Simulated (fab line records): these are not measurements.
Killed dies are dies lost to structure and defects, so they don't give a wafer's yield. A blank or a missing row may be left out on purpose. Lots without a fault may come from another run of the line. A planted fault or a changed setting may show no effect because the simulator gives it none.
What tool caused it?	flow sky130	13 lots (39 wafers sampled), 1 step of a 708-step route

WHAT THE GAUGES READ, wafer by wafer
SKY_CONTACT_THK_MEAS_01. Usual: CONTACT_CVD_00_THK 74.8 nm, standard deviation 0.95.
lot	measured	on	CONTACT_CVD_00_THK (nm)	flag
L530	day 31 08:29	filmMetro-01	73.3 73.9 75.1	
L531	day 31 21:53	filmMetro-04	74.5 75.5 75.0	
L532	day 32 11:10	filmMetro-01	74.1 73.5 75.1	
L533	day 32 14:41	filmMetro-04	75.1 75.4 75.2	
L534	day 32 15:40	filmMetro-01	75.8 76.4 75.8	
L535	day 32 22:20	filmMetro-01	74.1 74.0 74.9	
L537	day 33 10:05	filmMetro-04	74.9 75.3 76.5	
L536	day 33 10:47	filmMetro-01	73.9 74.3 74.5	
L538	day 33 19:09	filmMetro-04	74.1 72.2 73.0	
L539	day 34 10:29	filmMetro-03	74.3 74.4 75.2	
L540	day 34 12:35	filmMetro-01	74.5 75.1 75.9	
L541	day 34 20:46	filmMetro-04	74.2 75.8 76.1	
L549	day 37 12:11	filmMetro-04	76.3 75.5 75.2	

EACH LOT AND THE TOOL THAT RAN IT (in order: tool; ch and the chambers of the sampled wafers; start)
Record: no process step prior to these readings.

WHAT THE TOOLS THEMSELVES READ (means of the sampled wafers that have a number; where no wafer has one, the mark that the record gives instead)
The record holds no such reading with a usual standard deviation.

THE ANSWER, worked out from the rows above alone
Rule: a lot is off if the mean of its wafers that have a number lies more than 3 standard deviations from the usual mean. A lot without any number at a reading at which 4 lots or more have one is off too. The other lots that the step has rows for count as sound. Order of review: gauges by route order, followed by the tools' own readings, for which a lot's mean as printed above is used. At the first step where some lot is off, the reading lying furthest off is the one used; lots without a number count as furthest.
None of the lots is off at any reading shown; this tells nothing.

WHAT WAS PUT IN BY THE SIMULATOR
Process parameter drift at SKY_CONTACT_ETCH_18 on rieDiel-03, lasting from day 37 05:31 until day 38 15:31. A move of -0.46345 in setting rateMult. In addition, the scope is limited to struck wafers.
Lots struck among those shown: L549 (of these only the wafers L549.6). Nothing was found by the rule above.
